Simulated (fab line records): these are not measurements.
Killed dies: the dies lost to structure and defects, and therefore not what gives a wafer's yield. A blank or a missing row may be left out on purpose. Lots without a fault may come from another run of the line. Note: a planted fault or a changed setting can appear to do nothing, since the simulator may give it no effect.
Split-lot study / flow gf180mcu / 23 wafers read from 5 lots, route of 602 steps

THE SPLIT
At GF_TOP_METAL_EXPOSE_11 (exposes mask MetalTop, target cd 440 nm), the setting dose mj was moved away from the recipe's 170 on 7 of the 23 wafers read, by -4.9% to +3.9%. For the rest of the wafers, this setting stayed at what the recipe calls for.

SPLIT TO READING: what lies between them in the file, 1 step
- GF_TOP_METAL_DEVELOP_13: develop time 60 s (also split here: develop time s)

THE READING
Shown in nm: cd nm at GF_TOP_METAL_CD_MEAS_14, with target cd 440 nm. A value of 440.5 nm with a standard deviation of 1.9 nm is what fault-free wafers of this fab line usually give.

wafer=L076.2; tool, chamber at the split=iline stepper-02, 0; dose mj as run=170; against the recipe=recipe; cd nm, nm=453.4; against lot-mates on the recipe=-
wafer=L076.3; tool, chamber at the split=iline stepper-02, 0; dose mj as run=170; against the recipe=recipe; cd nm, nm=438.5; against lot-mates on the recipe=-
wafer=L076.4; tool, chamber at the split=iline stepper-02, 0; dose mj as run=161.7; against the recipe=-4.9%; cd nm, nm=467.4; against lot-mates on the recipe=+24.0
wafer=L076.5; tool, chamber at the split=iline stepper-02, 0; dose mj as run=170; against the recipe=recipe; cd nm, nm=438.3; against lot-mates on the recipe=-
wafer=L076.6; tool, chamber at the split=iline stepper-02, 0; dose mj as run=161.7; against the recipe=-4.9%; cd nm, nm=467.3; against lot-mates on the recipe=+23.9
wafer=L077.1; tool, chamber at the split=iline stepper-02, 0; dose mj as run=170; against the recipe=recipe; cd nm, nm=443.3; against lot-mates on the recipe=-
wafer=L077.2; tool, chamber at the split=iline stepper-02, 0; dose mj as run=170; against the recipe=recipe; cd nm, nm=442.2; against lot-mates on the recipe=-
wafer=L077.6; tool, chamber at the split=iline stepper-02, 0; dose mj as run=170; against the recipe=recipe; cd nm, nm=444.2; against lot-mates on the recipe=-
wafer=L080.1; tool, chamber at the split=iline stepper-01, 0; dose mj as run=170; against the recipe=recipe; cd nm, nm=436.6; against lot-mates on the recipe=-
wafer=L080.2; tool, chamber at the split=iline stepper-01, 0; dose mj as run=170; against the recipe=recipe; cd nm, nm=439.5; against lot-mates on the recipe=-
wafer=L080.3; tool, chamber at the split=iline stepper-01, 0; dose mj as run=170; against the recipe=recipe; cd nm, nm=438.3; against lot-mates on the recipe=-
wafer=L080.5; tool, chamber at the split=iline stepper-01, 0; dose mj as run=170; against the recipe=recipe; cd nm, nm=440.2; against lot-mates on the recipe=-
wafer=L080.6; tool, chamber at the split=iline stepper-01, 0; dose mj as run=170; against the recipe=recipe; cd nm, nm=439.2; against lot-mates on the recipe=-
wafer=L082.1; tool, chamber at the split=iline stepper-01, 0; dose mj as run=170; against the recipe=recipe; cd nm, nm=433.4; against lot-mates on the recipe=-
wafer=L082.2; tool, chamber at the split=iline stepper-01, 0; dose mj as run=170; against the recipe=recipe; cd nm, nm=440.7; against lot-mates on the recipe=-
wafer=L082.3; tool, chamber at the split=iline stepper-01, 0; dose mj as run=176.7; against the recipe=+3.9%; cd nm, nm=427.2; against lot-mates on the recipe=-9.2
wafer=L082.5; tool, chamber at the split=iline stepper-01, 0; dose mj as run=170; against the recipe=recipe; cd nm, nm=435.2; against lot-mates on the recipe=-
wafer=L082.6; tool, chamber at the split=iline stepper-01, 0; dose mj as run=176.7; against the recipe=+3.9%; cd nm, nm=422.6; against lot-mates on the recipe=-13.8
wafer=L084.1; tool, chamber at the split=iline stepper-02, 0; dose mj as run=173.5; against the recipe=+2.1%; cd nm, nm=434.5; against lot-mates on the recipe=-6.2
wafer=L084.2; tool, chamber at the split=iline stepper-02, 0; dose mj as run=173.5; against the recipe=+2.1%; cd nm, nm=434.2; against lot-mates on the recipe=-6.5
wafer=L084.3; tool, chamber at the split=iline stepper-02, 0; dose mj as run=170; against the recipe=recipe; cd nm, nm=441.8; against lot-mates on the recipe=-
wafer=L084.5; tool, chamber at the split=iline stepper-02, 0; dose mj as run=170; against the recipe=recipe; cd nm, nm=439.6; against lot-mates on the recipe=-
wafer=L084.6; tool, chamber at the split=iline stepper-02, 0; dose mj as run=173.5; against the recipe=+2.1%; cd nm, nm=437.1; against lot-mates on the recipe=-3.6

FIT RESULTS
A straight line over all 23 wafers: cd nm changes by -4.61 nm for each +1% of dose mj; r = -0.91; the points scatter about the line by 4.4 nm.
The same after taking each lot's own level away (the mean of its wafers on the recipe; 23 wafers): -3.97 nm for each +1%; r = -0.92; scatter 3.6 nm.
On that fit, the largest move of dose mj shifts the reading by 19 nm.
Across the lots, their own levels run from 436.43 to 443.40 nm, a range of 3.7 times the standard deviation given above.
Thus the slope moves with the lot-to-lot level: the two fits are different.
Check: +18.8 nm against its lot-mates is what the line predicts for one of the wafers moved furthest among these (-4.9%) when that wafer is left out of the fit. Against them it came out at +24 nm.

OTHER SPLITS ON THESE WAFERS
These wafers also went through other splits before the reading. Each is held against what the fit with the lots' levels taken away leaves over:
other split on the same wafers=GF_V4_COAT_09 resist thk nm; wafers away from the commonest value=5; r with cd nm (lot level and that fit taken away)=+0.09
other split on the same wafers=GF_V4_SPUTTER_22 power w; wafers away from the commonest value=7; r with cd nm (lot level and that fit taken away)=-0.01
other split on the same wafers=GF_MIM_CVD_05 time s; wafers away from the commonest value=8; r with cd nm (lot level and that fit taken away)=-0.13
other split on the same wafers=GF_M5_EXPOSE_04 dose mj; wafers away from the commonest value=10; r with cd nm (lot level and that fit taken away)=-0.28
other split on the same wafers=GF_M5_PEB_05 peb temp c; wafers away from the commonest value=9; r with cd nm (lot level and that fit taken away)=-0.42
other split on the same wafers=GF_TOP_METAL_SPUTTER_02 time s; wafers away from the commonest value=11; r with cd nm (lot level and that fit taken away)=-0.30
other split on the same wafers=GF_TOP_METAL_DEVELOP_13 develop time s; wafers away from the commonest value=6; r with cd nm (lot level and that fit taken away)=-0.59

THE FILE'S OWN FIT
cd nm changes by -3.98 nm for each +1% of dose mj, r = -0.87.
